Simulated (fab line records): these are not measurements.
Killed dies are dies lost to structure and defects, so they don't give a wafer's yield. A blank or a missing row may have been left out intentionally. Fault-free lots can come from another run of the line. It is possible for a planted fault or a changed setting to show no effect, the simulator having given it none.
fab line records ; flow gf180mcu
record: lots: 5; wafers: 14; last_day: 33
route steps=602 shown V5@564 TOP_METAL@567
lots that met no fault: taken from a fault-free run of the same line
start_h: start of the lot's first displayed wafer, in hours after the record's first day ; wait_h: hours elapsed since this lot's preceding step ; " unchanged from the row above ; L1.1+2: several wafers, shown together as one row ; - no value present, or no start provided ; * or withheld: withheld ; < > ~ a bound
route shown NAME@n: a module of which the file shows steps, and the number in the route of the first ; usual: average and standard deviation across the fault-free wafers ; same: alike in all rows ; chamber/n: place in a boat ; sites: per-site readings ; _std_site: standard deviation of those values ; _edge_site: mean of outer sites minus mean of inner sites ; radius_mm: how far each site lies from the wafer's centre ; mask NAME#n: copy n ; behind: the last tool/chamber to shape the wafer ; hold: cause of the lot's hold/its duration in hours/its outcome ; device: the transistor (n, p or np) that didn't switch ; end of line: the route-end tests of the same wafers ; where a step has no rows: the recipe by itself ; killed: the dies lost at the first sort to structure and to defects; this is not the yield of the wafer ; map: per-die view of a wafer (x killed, . not killed, _ where there is no die)
set.NAME: the setting the step ran with; set.NAME@STEP: the setting that earlier step ran with ; model.NAME: the simulator's own value behind a step, which no gauge read
lots seen at some steps along the route; tables by step, rows by wafer
services: the hour from which a tool's chamber was out of use, counted from the record's first day as start_h (under 0 if before that day), plus the number of hours and why
== steps ==
step: GF_V5_RS_MEAS_24
recipe: thk_meas_gauge: four-point-probe; reads: W_of_V5_CVD_23+TiN_of_V5_SPUTTER_22+Ti_of_V5_SPUTTER_21
usual: V5_W_RS: 0.326/0.0035
lot.wafer;tool;chamber;start_h;wait_h;V5_W_RS[ohm/sq]
L303.3;film_metro-04;-;656.18;0.1;0.330
L303.4;film_metro-04;-;656.18;0.1;0.330
L303.5;film_metro-04;-;656.18;0.1;0.327
L308.1;film_metro-01;-;693.62;0.1;0.330
L308.6;film_metro-01;-;693.62;0.1;0.331
L315.2;film_metro-04;-;735.20;0.1;0.330
L315.4;film_metro-04;-;735.20;0.1;0.329
L315.5;film_metro-04;-;735.20;0.1;0.323
L317.1;film_metro-02;-;750.81;0.1;0.332
L317.2;film_metro-02;-;750.81;0.1;0.330
L317.4;film_metro-02;-;750.81;0.1;0.334
L319.2;film_metro-02;-;762.22;0.1;0.325
L319.3;film_metro-02;-;762.22;0.1;0.320
L319.4;film_metro-02;-;762.22;0.1;0.323
step: GF_V5_THK_MEAS_25
recipe: thk_meas_gauge: xrf; reads: W_of_V5_CVD_23
usual: V5_W_THK: 350/5.4
lot.wafer;tool;chamber;start_h;wait_h;V5_W_THK[nm]
L303.3;film_metro-04;-;656.28;0.1;345
L303.4;film_metro-04;-;656.28;0.1;344
L303.5;film_metro-04;-;656.28;0.1;346
L308.1;film_metro-01;-;693.74;0.1;345
L308.6;film_metro-01;-;693.74;0.1;342
L315.2;film_metro-04;-;735.31;0.1;342
L315.4;film_metro-04;-;735.31;0.1;344
L315.5;film_metro-04;-;735.31;0.1;353
L317.1;film_metro-02;-;750.93;0.1;340
L317.2;film_metro-02;-;750.93;0.1;345
L317.4;film_metro-02;-;750.93;0.1;338
L319.2;film_metro-02;-;762.33;0.1;346
L319.3;film_metro-02;-;762.33;0.1;354
L319.4;film_metro-02;-;762.33;0.1;351
step: GF_V5_CMP_26
recipe: stop_on: SiO2; down_force_psi: 3.5; platen_rpm: 60; t_overpolish_s: 15; target_thk_nm: 0; pad_velocity_m_s: 0.94248
usual: motor_current_A: 11.1/0.67; overpolish_run_s: 15.000/0.0084; time_to_endpoint_s: 85.2/2.9
lot.wafer;tool;chamber;start_h;wait_h;motor_current_A;overpolish_run_s;time_to_endpoint_s
L303.4;cmp-01;3;656.32;0.0;10.6;14.984;89.3
L303.3;cmp-01;1;656.32;0.0;10.5;15.008;92.9
L303.5;cmp-01;0;656.32;0.0;10.4;14.999;89.6
L308.1;cmp-01;0;694.01;0.3;10.6;14.992;82.8
L308.6;cmp-01;1;694.01;0.3;10.8;15.008;80.4
L315.4;cmp-01;1;735.41;0.1;10.9;14.999;86.6
L315.2;cmp-01;3;735.41;0.1;11.1;15.000;86.9
L315.5;cmp-01;1;735.41;0.1;10.9;15.002;90.8
L317.2;cmp-01;1;750.99;0.0;10.8;15.003;85.0
L317.4;cmp-01;2;750.99;0.0;11.8;15.006;80.9
L317.1;cmp-01;3;750.99;0.0;10.5;15.003;84.5
L319.3;cmp-01;3;762.38;0.0;11.3;14.995;89.9
L319.4;cmp-01;1;762.38;0.0;11.1;15.002;90.5
L319.2;cmp-01;2;762.38;0.0;11.7;14.992;84.0
step: GF_TOP_METAL_SPUTTER_00
recipe: material: Ti; target_thk_nm: 37.5; arriving_ion_energy_ev: 80; substrate_temp_c: 200; chamber_pressure_pa: 2; power_w: 4000; time_s: 150
usual: throttle_valve_pct: 30.2/1
lot.wafer;tool;chamber;start_h;wait_h;throttle_valve_pct
L303.3;pvd_sputter-04;-;656.62;0.1;29.6
L303.4;pvd_sputter-04;-;656.62;0.1;30.5
L303.5;pvd_sputter-04;-;656.62;0.1;30.7
L308.1;pvd_sputter-02;-;694.31;0.2;30.2
L308.6;pvd_sputter-02;-;694.31;0.2;28.8
L315.2;pvd_sputter-02;-;735.66;0.1;32.3
L315.4;pvd_sputter-02;-;735.66;0.1;30.1
L315.5;pvd_sputter-02;-;735.66;0.1;29.1
L317.1;pvd_sputter-04;-;751.29;0.1;30.6
L317.2;pvd_sputter-04;-;751.29;0.1;30.8
L317.4;pvd_sputter-04;-;751.29;0.1;29.6
L319.2;pvd_sputter-02;-;762.68;0.1;32.4
L319.3;pvd_sputter-02;-;762.68;0.1;31.0
L319.4;pvd_sputter-02;-;762.68;0.1;28.9
step: GF_TOP_METAL_SPUTTER_01
recipe: material: TiN; target_thk_nm: 30; power_w: 6500; time_s: 25; chamber_pressure_pa: 0.4
usual: throttle_valve_pct: 30.2/1
lot.wafer;tool;chamber;start_h;wait_h;throttle_valve_pct
L303.3;pvd_sputter-04;-;656.72;0.1;29.8
L303.4;pvd_sputter-04;-;656.72;0.1;30.5
L303.5;pvd_sputter-04;-;656.72;0.1;30.9
L308.1;pvd_sputter-02;-;694.41;0.1;29.9
L308.6;pvd_sputter-02;-;694.41;0.1;28.8
L315.2;pvd_sputter-02;-;735.76;0.1;32.2
L315.4;pvd_sputter-02;-;735.76;0.1;30.2
L315.5;pvd_sputter-02;-;735.76;0.1;29.0
L317.1;pvd_sputter-04;-;751.39;0.1;30.5
L317.2;pvd_sputter-04;-;751.39;0.1;31.0
L317.4;pvd_sputter-04;-;751.39;0.1;29.7
L319.2;pvd_sputter-02;-;762.78;0.1;32.3
L319.3;pvd_sputter-02;-;762.78;0.1;31.0
L319.4;pvd_sputter-02;-;762.78;0.1;29.0
step: GF_TOP_METAL_SPUTTER_02
recipe: material: AlCu; target_thk_nm: 900; power_w: 10600; chamber_pressure_pa: 0.3; substrate_temp_c: 250; gas: Ar; time_s: 47.82
usual: throttle_valve_pct: 30.2/1
lot.wafer;tool;chamber;start_h;wait_h;throttle_valve_pct
L303.3;pvd_sputter-04;-;656.76;0.0;30.0
L303.4;pvd_sputter-04;-;656.76;0.0;30.6
L303.5;pvd_sputter-04;-;656.76;0.0;30.6
L308.1;pvd_sputter-02;-;694.44;0.0;29.9
L308.6;pvd_sputter-02;-;694.44;0.0;28.9
L315.2;pvd_sputter-02;-;735.79;0.0;32.3
L315.4;pvd_sputter-02;-;735.79;0.0;30.4
L315.5;pvd_sputter-02;-;735.79;0.0;28.7
L317.1;pvd_sputter-04;-;751.42;0.0;30.6
L317.2;pvd_sputter-04;-;751.42;0.0;30.6
L317.4;pvd_sputter-04;-;751.42;0.0;29.8
L319.2;pvd_sputter-02;-;762.81;0.0;32.2
L319.3;pvd_sputter-02;-;762.81;0.0;31.1
L319.4;pvd_sputter-02;-;762.81;0.0;29.1
step: GF_TOP_METAL_SPUTTER_03
recipe: material: Ti; target_thk_nm: 5; substrate_temp_c: 300; chamber_pressure_pa: 0.3; power_w: 3000; time_s: 3.3
step: GF_TOP_METAL_SPUTTER_04
recipe: material: TiN; target_thk_nm: 25; power_w: 6500; time_s: 20.8; chamber_pressure_pa: 0.4
usual: throttle_valve_pct: 30.2/1
lot.wafer;tool;chamber;start_h;wait_h;throttle_valve_pct
L303.3;pvd_sputter-04;-;656.82;0.0;29.8
L303.4;pvd_sputter-04;-;656.82;0.0;30.7
L303.5;pvd_sputter-04;-;656.82;0.0;31.1
L308.1;pvd_sputter-02;-;694.50;0.0;30.1
L308.6;pvd_sputter-02;-;694.50;0.0;28.8
L315.2;pvd_sputter-02;-;735.86;0.0;31.9
L315.4;pvd_sputter-02;-;735.86;0.0;30.0
L315.5;pvd_sputter-02;-;735.86;0.0;28.8
L317.1;pvd_sputter-04;-;751.48;0.0;30.4
L317.2;pvd_sputter-04;-;751.48;0.0;30.7
L317.4;pvd_sputter-04;-;751.48;0.0;29.9
L319.2;pvd_sputter-02;-;762.87;0.0;32.1
L319.3;pvd_sputter-02;-;762.87;0.0;31.4
L319.4;pvd_sputter-02;-;762.87;0.0;29.0
step: GF_TOP_METAL_RS_MEAS_05
recipe: thk_meas_gauge: four-point-probe; reads: TiN_of_TOP_METAL_SPUTTER_04+Ti_of_TOP_METAL_SPUTTER_03+AlCu_of_TOP_METAL_SPUTTER_02+TiN_of_TOP_METAL_SPUTTER_01+Ti_of_TOP_METAL_SPUTTER_00
usual: TOP_METAL_ALCU_RS: 0.0328/0.00031
lot.wafer;tool;chamber;start_h;wait_h;TOP_METAL_ALCU_RS[ohm/sq]
L303.3;film_metro-01;-;656.88;0.1;0.0325
L303.4;film_metro-01;-;656.88;0.1;0.0324
L303.5;film_metro-01;-;656.88;0.1;0.0320
L308.1;film_metro-03;-;694.53;0.0;0.0337
L308.6;film_metro-03;-;694.53;0.0;0.0335
L315.2;film_metro-03;-;735.90;0.0;0.0330
L315.4;film_metro-03;-;735.90;0.0;0.0328
L315.5;film_metro-03;-;735.90;0.0;0.0327
L317.1;film_metro-01;-;751.51;0.0;0.0333
L317.2;film_metro-01;-;751.51;0.0;0.0327
L317.4;film_metro-01;-;751.51;0.0;0.0331
L319.2;film_metro-01;-;762.92;0.0;0.0329
L319.3;film_metro-01;-;762.92;0.0;0.0327
L319.4;film_metro-01;-;762.92;0.0;0.0329
step: GF_TOP_METAL_THK_MEAS_06
recipe: thk_meas_gauge: xrf; reads: AlCu_of_TOP_METAL_SPUTTER_02
usual: TOP_METAL_ALCU_THK: 900/9.6
lot.wafer;tool;chamber;start_h;wait_h;TOP_METAL_ALCU_THK[nm]
L303.3;film_metro-01;-;656.98;0.1;911
L303.4;film_metro-01;-;656.98;0.1;912
L303.5;film_metro-01;-;656.98;0.1;921
L308.1;film_metro-03;-;694.65;0.1;879
L308.6;film_metro-03;-;694.65;0.1;882
L315.2;film_metro-03;-;736.01;0.1;902
L315.4;film_metro-03;-;736.01;0.1;904
L315.5;film_metro-03;-;736.01;0.1;908
L317.1;film_metro-01;-;751.63;0.1;880
L317.2;film_metro-01;-;751.63;0.1;895
L317.4;film_metro-01;-;751.63;0.1;883
L319.2;film_metro-01;-;763.03;0.1;894
L319.3;film_metro-01;-;763.03;0.1;895
L319.4;film_metro-01;-;763.03;0.1;895
step: GF_TOP_METAL_DEHYDRATE_07
recipe: temp_c: 200; time_s: 60
step: GF_TOP_METAL_HMDS_08
recipe: prime_time_s: 60; prime_temp_c: 120
step: GF_TOP_METAL_COAT_09
recipe: resist: NOVOLAK; spin_rpm: 3000; resist_thk_nm: 1500
lot.wafer;tool;chamber;start_h;wait_h;model.NOVOLAK_of_TOP_METAL_COAT_09.thk_nm
L303.3+4;litho_track-03;0;667.46;0.1;1501
L303.5;litho_track-03;0;667.46;0.1;1500
L308.1+6;litho_track-03;0;703.11;0.1;1475
L315.2;litho_track-01;0;744.17;0.1;1505
L315.4;litho_track-01;0;744.17;0.1;1500
L315.5;litho_track-01;0;744.17;0.1;1502
L317.1;litho_track-02;0;758.71;0.1;1501
L317.2;litho_track-02;0;758.71;0.1;1504
L317.4;litho_track-02;0;758.71;0.1;1499
L319.2;litho_track-01;0;771.47;0.1;1491
L319.3;litho_track-01;0;771.47;0.1;1489
L319.4;litho_track-01;0;771.47;0.1;1490
step: GF_TOP_METAL_SOFTBAKE_10
recipe: temp_c: 90; time_s: 60; resist: NOVOLAK
step: GF_TOP_METAL_EXPOSE_11
recipe: mask_id: MetalTop; target_cd_nm: 440; na: 0.6; source_shape: conventional; sigma_outer: 0.6; dose_mj: 170
step: GF_TOP_METAL_PEB_12
recipe: temp_c: withheld; time_s: *; resist: NOVOLAK
step: GF_TOP_METAL_DEVELOP_13
recipe: develop_time_s: 60; dev_temp_c: 23
step: GF_TOP_METAL_CD_MEAS_14
recipe: target_cd_nm: 440
usual: cd_nm: 439.9/2.1
lot.wafer;tool;chamber;start_h;wait_h;cd_nm
L303.3;cd_sem-02;-;676.35;0.1;441.8
L303.4;cd_sem-02;-;676.35;0.1;440.9
L303.5;cd_sem-02;-;676.35;0.1;443.2
L308.1;cd_sem-02;-;713.66;0.1;440.1
L308.6;cd_sem-02;-;713.66;0.1;444.4
L315.2;cd_sem-02;-;753.57;0.1;439.6
L315.4;cd_sem-02;-;753.57;0.1;443.9
L315.5;cd_sem-02;-;753.57;0.1;442.2
L317.1;cd_sem-02;-;767.50;0.1;443.1
L317.2;cd_sem-02;-;767.50;0.1;441.1
L317.4;cd_sem-02;-;767.50;0.1;440.4
L319.2;cd_sem-01;-;778.88;0.1;438.9
L319.3;cd_sem-01;-;778.88;0.1;439.3
L319.4;cd_sem-01;-;778.88;0.1;440.0
step: GF_TOP_METAL_OVL_MEAS_15
usual: TOP_METAL_OVL: 0.8/1.1
lot.wafer;tool;chamber;start_h;wait_h;TOP_METAL_OVL[nm]
L303.3;overlay-02;-;676.44;0.1;0.4
L303.4;overlay-02;-;676.44;0.1;-0.2
L303.5;overlay-02;-;676.44;0.1;0.3
L308.1;overlay-01;-;713.78;0.1;-0.4
L308.6;overlay-01;-;713.78;0.1;-1.6
L315.2;overlay-01;-;753.68;0.1;-0.1
L315.4;overlay-01;-;753.68;0.1;0.2
L315.5;overlay-01;-;753.68;0.1;1.2
L317.1;overlay-01;-;767.62;0.1;0.7
L317.2;overlay-01;-;767.62;0.1;0.2
L317.4;overlay-01;-;767.62;0.1;1.8
L319.2;overlay-01;-;778.98;0.1;-1.7
L319.3;overlay-01;-;778.98;0.1;0.7
L319.4;overlay-01;-;778.98;0.1;0.4
step: GF_TOP_METAL_METAL_ETCH_16
recipe: chemistry: Cl2/BCl3; mask_material: NOVOLAK; target_depth_nm: 1197; stop_on: SiO2; pressure_mtorr: 8; icp_w: 800; bias_w: 140; Cl2_flow_sccm: 80; bcl3_flow_sccm: 40; time_s: 199.5
usual: drypump_motor_current_A: 5.86/0.18; he_backside_leak_sccm: 3.3/0.39; oes_product_au: 0.992/0.0057; rf_fwd_power_W: 796.6/2.5; throttle_valve_pct: 28.227/0.0094
lot.wafer;tool;chamber;start_h;wait_h;drypump_motor_current_A;he_backside_leak_sccm;oes_product_au;rf_fwd_power_W;rf_hours_counter_h;throttle_valve_pct;model.NOVOLAK_of_TOP_METAL_COAT_09.thk_nm
L303.3;rie_metal-04;0;676.53;0.1;5.61;3.4;0.996;791.4;-;28.227;1017
L303.4;rie_metal-04;1;676.53;0.1;5.78;3.5;0.996;793.1;-;28.228;1017
L303.5;rie_metal-04;0;676.53;0.1;5.63;3.3;0.992;793.4;-;28.224;1019
L308.1;rie_metal-02;1;713.81;0.0;5.92;3.6;0.999;799.4;7;28.216;989
L308.6;rie_metal-02;1;713.81;0.0;5.91;3.5;0.991;800.9;-;28.222;990.2
L315.2;rie_metal-03;1;753.71;0.0;6.23;3.2;0.991;797.6;14;28.224;1024
L315.4;rie_metal-03;1;753.71;0.0;6.21;3.1;0.995;797.6;-;28.222;1020
L315.5;rie_metal-03;0;753.71;0.0;5.81;3.2;1.000;794.6;-;28.206;1018
L317.1;rie_metal-02;1;767.66;0.0;5.90;3.5;1.000;793.0;10;28.230;1008
L317.2;rie_metal-02;0;767.66;0.0;5.78;3.4;0.995;795.5;16;28.219;1019
L317.4;rie_metal-02;1;767.66;0.0;5.90;3.6;0.999;794.0;-;28.237;1011
L319.2;rie_metal-03;0;779.01;0.0;5.86;3.0;0.989;798.0;6;28.238;1016
L319.3;rie_metal-03;1;779.01;0.0;6.22;3.2;0.998;799.6;-;28.232;1007
L319.4;rie_metal-03;0;779.01;0.0;5.83;2.9;0.993;795.0;-;28.213;1009
step: GF_TOP_METAL_STRIP_17
recipe: chemistry: O2/N2; power_w: 1400; pressure_mtorr: 1500; platen_temp_c: 250; o2_flow_sccm: 3000; n2_flow_sccm: 300; overash_fraction: 0.5
usual: drypump_motor_current_A: 5.8/0.42; heater_power_w: 344/39; oes_product_au: 0.710/0.0041; strip_time_to_endpoint_s: 12.87/0.065
lot.wafer;tool;chamber;start_h;wait_h;drypump_motor_current_A;heater_power_w;oes_product_au;rf_hours_counter_h;strip_time_to_endpoint_s
L303.3;plasma_asher-03;1;676.69;0.1;5.8;358;0.706;-;12.87
L303.4;plasma_asher-03;0;676.69;0.1;5.4;292;0.706;-;12.86
L303.5;plasma_asher-03;1;676.69;0.1;5.8;340;0.714;-;12.88
L308.1;plasma_asher-01;1;714.01;0.1;6.1;315;0.713;106;12.60
L308.6;plasma_asher-01;0;714.01;0.1;6.4;313;0.716;-;12.61
L315.2;plasma_asher-03;0;753.90;0.1;5.4;303;0.715;102;12.96
L315.4;plasma_asher-03;1;753.90;0.1;5.8;353;0.708;-;12.89
L315.5;plasma_asher-03;1;753.90;0.1;5.8;352;0.712;-;12.87
L317.1;plasma_asher-03;1;767.85;0.1;5.8;351;0.711;104;12.82
L317.2;plasma_asher-03;0;767.85;0.1;5.4;300;0.704;104;12.89
L317.4;plasma_asher-03;0;767.85;0.1;5.4;302;0.710;-;12.79
L319.2;plasma_asher-02;1;779.20;0.1;5.4;351;0.709;74;12.85
L319.3;plasma_asher-02;0;779.20;0.1;6.4;405;0.705;-;12.81
L319.4;plasma_asher-02;1;779.20;0.1;5.4;373;0.711;-;12.83
step: GF_TOP_METAL_STRIP_18
recipe: chemistry: post_etch_residue_remover; time_s: 1200; temp_c: 72.5
== services ==
tool;chamber;start_h;hours;kind
pvd_sputter-02;3;651.10;-;consumable_replace:kit
pvd_sputter-02;3;651.10;18.0;scheduled_down
pvd_sputter-02;3;651.10;18.0;vent_cycle
rie_metal-04;1;691.00;10.5;repair
rie_metal-04;-;691.82;1.6;repair
plasma_asher-02;-;708.66;1.5;repair
plasma_asher-01;-;723.18;28.1;pm
rie_metal-04;0;726.70;-;clean
rie_metal-04;0;726.70;16.8;scheduled_down
rie_metal-04;0;726.70;16.8;vent_cycle
pvd_sputter-02;2;737.75;-;consumable_replace:kit
pvd_sputter-02;2;737.75;18.0;scheduled_down
pvd_sputter-02;2;737.75;18.0;vent_cycle
plasma_asher-01;-;751.28;9.0;pm
plasma_asher-01;0;751.28;9.0;vent_cycle
plasma_asher-01;1;751.28;9.0;vent_cycle
cmp-01;-;751.97;0.8;repair
plasma_asher-01;0;760.28;-;clean
plasma_asher-01;1;760.28;-;clean
pvd_sputter-02;-;766.99;3.7;repair
== key ==
first_sign: step: GF_TOP_METAL_STRIP_17; reading: strip_time_to_endpoint_s; direction: down; sigmas: 4; usual: *; struck: *
effect none on later readings
model_effect: step: GF_TOP_METAL_COAT_09; value: NOVOLAK_of_TOP_METAL_COAT_09.thk_nm; without: 1498; struck: 1475
model_effect: step: GF_TOP_METAL_METAL_ETCH_16; value: NOVOLAK_of_TOP_METAL_COAT_09.thk_nm; without: 1013; struck: 989.6
met_at GF_TOP_METAL_COAT_09
struck_wafers L308.1,L308.6
sort_left_out L308.1,L308.6
onset_between 667.46 703.11
also_fits GF_TOP_METAL_STRIP_17:plasma_asher-01
fault: kind: process_parameter_drift; tool: litho_track-03; chamber: -; onset_h: 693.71; steps: GF_TOP_METAL_COAT_09; channel: resist_thk_nm; offset: *; shape: step; end_h: 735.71; scope: struck_wafers_only; acts_in: *; stated: *
sort_left_out: the simulated sort isn't trusted on such a fault, so these wafers' sort isn't shown, and their yield isn't known
